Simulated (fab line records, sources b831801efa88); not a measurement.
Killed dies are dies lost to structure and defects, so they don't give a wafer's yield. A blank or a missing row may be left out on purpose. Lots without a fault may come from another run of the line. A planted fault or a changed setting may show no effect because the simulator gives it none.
Which tool did it? | flow gf180mcu | 12 lots, 36 wafers sampled, at 2 steps of a route of 602

WHAT THE GAUGES READ, wafer by wafer
GF_M2_OVL_MEAS_15.
lot  | measured     | on         | M2_OVL (nm)
L075 | day 19 14:31 | overlay-02 | 8 13 11
L078 | day 20 23:40 | overlay-01 | -3 2 5
L079 | day 21 12:03 | overlay-01 | 7 10 4
L081 | day 22 04:24 | overlay-01 | 10 10 13
L083 | day 22 20:32 | overlay-01 | 9 6 2
L085 | day 23 15:00 | overlay-02 | -4 0 10
L087 | day 24 02:04 | overlay-01 | 12 14 14
L089 | day 24 21:40 | overlay-02 | 15 13 24
L091 | day 25 07:27 | overlay-02 | 14 10 18
L093 | day 26 03:04 | overlay-02 | 5 8 7
L095 | day 26 14:11 | overlay-02 | 12 11 13
L097 | day 27 02:37 | overlay-01 | 18 13 1

WHICH TOOL RAN EACH LOT (tool, then ch and the chambers of the sampled wafers, then the start)
lot  | GF_V1_CMP_26
L075 | cmp-02 ch 0,1,3, day 18 15:05
L078 | cmp-02 ch 1,2,3, day 19 22:43
L079 | cmp-01 ch 0,2,3, day 20 11:16
L081 | cmp-01 ch 0,1,3, day 21 03:56
L083 | cmp-01 ch 0,1,3, day 21 20:32
L085 | cmp-02 ch 1,2, day 22 15:57
L087 | cmp-01 ch 0,1, day 23 03:07
L089 | cmp-02 ch 0,1,3, day 23 23:44
L091 | cmp-02 ch 1,3, day 24 09:58
L093 | cmp-02 ch 0,1,2, day 25 05:05
L095 | cmp-01 ch 0,1,2, day 25 16:44
L097 | cmp-01 ch 0,2,3, day 26 05:26
- GF_V1_CMP_26: polishes, stops on SiO2, t overpolish 15 s, target thk 0 nm.

THE ANSWER, worked out from the rows above alone
Rule: what is usual is taken from the lots themselves. Put in order of their means at a reading, lots are off if they are a third of the lots or fewer, leave a main group of 4 or more, and stand apart from it by a gap of 3 or more times the standard deviation of the main group's means; of several such gaps the widest counts. A main group whose means are all the same, to the digits that the tables above print for the reading, isn't used. A lot without any number at a reading at which 4 lots or more have one is off too. The other lots that the step has rows for count as sound.
No lot is off at any reading shown: from this, nothing can be told.

WHAT THE SIMULATOR HAD PUT IN
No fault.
